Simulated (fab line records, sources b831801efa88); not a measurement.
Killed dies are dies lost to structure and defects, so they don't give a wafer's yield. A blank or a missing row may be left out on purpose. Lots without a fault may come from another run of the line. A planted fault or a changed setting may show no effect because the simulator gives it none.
One fault seen from 2 desks | flow sky130 | each desk has only its own numbers; what lay behind them comes last

THE TOOL OWNER'S DESK: plasma_asher-01
The tool's own readings at SKY_VIA3_STRIP_16 (strips in O2/N2): means of the sampled wafers that have a number, for each lot that ran on this tool. A lot is out of limits, marked OUT, if its mean lies more than 4 standard deviations from the usual mean; the brackets give that distance.
Columns: A = chamber_pressure_mTorr at SKY_VIA3_STRIP_16, usual 1499.8 mTorr; B = drypump_motor_current_A at SKY_VIA3_STRIP_16, usual 5.8 A; C = oes_product_au at SKY_VIA3_STRIP_16, usual 0.402 a.u.; D = strip_time_to_endpoint_s at SKY_VIA3_STRIP_16, usual 4.14 s
lot  | first seen here | A                        | B   | C     | D
L656 | day 40 13:00    | 1500.4                   | 6.0 | 0.401 | 4.12
L657 | day 40 18:22    | 1501.1                   | 6.3 | 0.404 | 4.15
L662 | day 41 23:53    | 1499.9                   | 6.0 | 0.404 | 4.11
L666 | day 43 04:21    | 1500.6                   | 6.3 | 0.402 | 4.14
L675 | day 45 12:49    | 1799.8 (+99 or more) OUT | 6.7 | 0.392 | 3.99
L676 | day 45 16:02    | 1700.0 (+99 or more) OUT | 6.4 | 0.404 | 4.05
L677 | day 45 21:34    | 1801.0 (+99 or more) OUT | 6.7 | 0.408 | 3.95 (-5.0) OUT
This desk's finding: out of limits on L675, L676, L677; first on L675, day 45 12:49 (chamber_pressure_mTorr at SKY_VIA3_STRIP_16). In limits: L656, L657, L662, L666.

THE METROLOGY DESK
What the gauges read, lot by lot, whatever tool the lot ran on: means of the sampled wafers that have a number. A lot is out of limits, marked OUT, if its mean lies more than 4 standard deviations from the usual mean; the brackets give that distance.
Columns: A = cd_nm at SKY_VIA3_CD_MEAS_12, usual 200.0 nm
lot  | first seen here | A
L654 | day 40 07:49    | 199.1
L656 | day 40 12:44    | 200.9
L657 | day 40 18:07    | 202.4
L658 | day 40 23:32    | 199.8
L659 | day 41 04:46    | 202.4
L661 | day 41 16:42    | 199.9
L662 | day 41 23:39    | 200.8
L663 | day 42 09:12    | 200.4
L664 | day 42 17:20    | 197.4
L665 | day 43 02:12    | 197.1
L666 | day 43 04:06    | 201.3
L675 | day 45 12:35    | 199.1
L676 | day 45 15:49    | 198.0
L677 | day 45 21:20    | 200.7
This desk's finding: nothing out of limits on any of the 14 lots.

PUT TOGETHER
The tool owner's desk could have raised an alarm at day 45 12:49, on L675, L676, L677.
The metrology desk saw nothing out of limits.
The metrology desk has L675, L676, L677 on record, within its limits.
Of the lots named, all ran SKY_VIA3_STRIP_16 on plasma_asher-01.

WHAT THE SIMULATOR HAD PUT IN
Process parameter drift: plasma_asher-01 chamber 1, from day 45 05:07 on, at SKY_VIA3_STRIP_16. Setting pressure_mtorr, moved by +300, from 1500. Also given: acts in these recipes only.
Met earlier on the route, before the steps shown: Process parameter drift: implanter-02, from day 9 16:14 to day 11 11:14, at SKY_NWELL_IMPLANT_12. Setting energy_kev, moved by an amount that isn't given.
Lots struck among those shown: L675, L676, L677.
Hours from the fault's start to each desk's first reading out of limits: the tool owner's desk, 8.
